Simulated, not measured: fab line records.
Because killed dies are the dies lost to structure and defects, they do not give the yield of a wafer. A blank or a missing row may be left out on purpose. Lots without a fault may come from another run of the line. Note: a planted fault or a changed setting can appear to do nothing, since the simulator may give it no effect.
Matching of chambers + flow sky130 + 4 sister chambers for SKY_VIA1_CMP_24 on cmp-02
The step polishes, stops on SiO2, t overpolish 15 s, target thk 0 nm. 4 wafers are shown with their chamber, then 12 later ones without.

EACH WAFER AND ITS CHAMBER
| wafer  | chamber | motor current A (A) |
|--------|---------|---------------------|
| L082.2 | 3       | 10.8                |
| L086.1 | 1       | 11.2                |
| L086.2 | 0       | 11.3                |
| L086.4 | 2       | 9.5                 |

WAFERS MISSING THEIR CHAMBER
| wafer  | motor current A (A) |
|--------|---------------------|
| L088.1 | 10.5                |
| L088.4 | 9.8                 |
| L088.6 | 11.8                |
| L089.1 | 10.6                |
| L089.2 | 12.2                |
| L089.4 | 9.9                 |
| L091.2 | 11.4                |
| L091.3 | 9.0                 |
| L091.4 | 10.6                |
| L096.4 | 9.8                 |
| L096.5 | 9.7                 |
| L096.6 | 10.6                |

WHICH CHAMBER EACH WENT THROUGH
| wafer  | from the rows above               | in truth |
|--------|-----------------------------------|----------|
| L088.1 | can't be placed: 3 or 1 or 0 or 2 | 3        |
| L088.4 | can't be placed: 2 or 3           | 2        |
| L088.6 | can't be placed: 0 or 1 or 3      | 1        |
| L089.1 | can't be placed: 3 or 1 or 0      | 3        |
| L089.2 | can't be placed: 0 or 1 or 3      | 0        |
| L089.4 | can't be placed: 2 or 3           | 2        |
| L091.2 | can't be placed: 0 or 1 or 3      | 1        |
| L091.3 | 2                                 | 2        |
| L091.4 | can't be placed: 3 or 1 or 0      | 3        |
| L096.4 | can't be placed: 2 or 3           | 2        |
| L096.5 | 2                                 | 2        |
| L096.6 | can't be placed: 3 or 1 or 0      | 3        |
Placed correctly: 2 of 12. Cannot be placed on the basis of these rows: 10; the candidates contain the true chamber in 10. Wrongly placed: 0.
How it was worked out, from the rows above alone: a wafer's distance from a chamber is the root of the sum, over the readings, of the square of ((its reading less the chamber's mean) divided by the reading's scatter). If the next closest chamber is less than 2 further off than the closest, the wafer can't be placed; otherwise it belongs to the closest. Each chamber's mean is taken over the wafers shown for it. The scatter: with one shown wafer a chamber, the root of the mean of the squares of how far each hidden wafer lies from its nearest shown one.
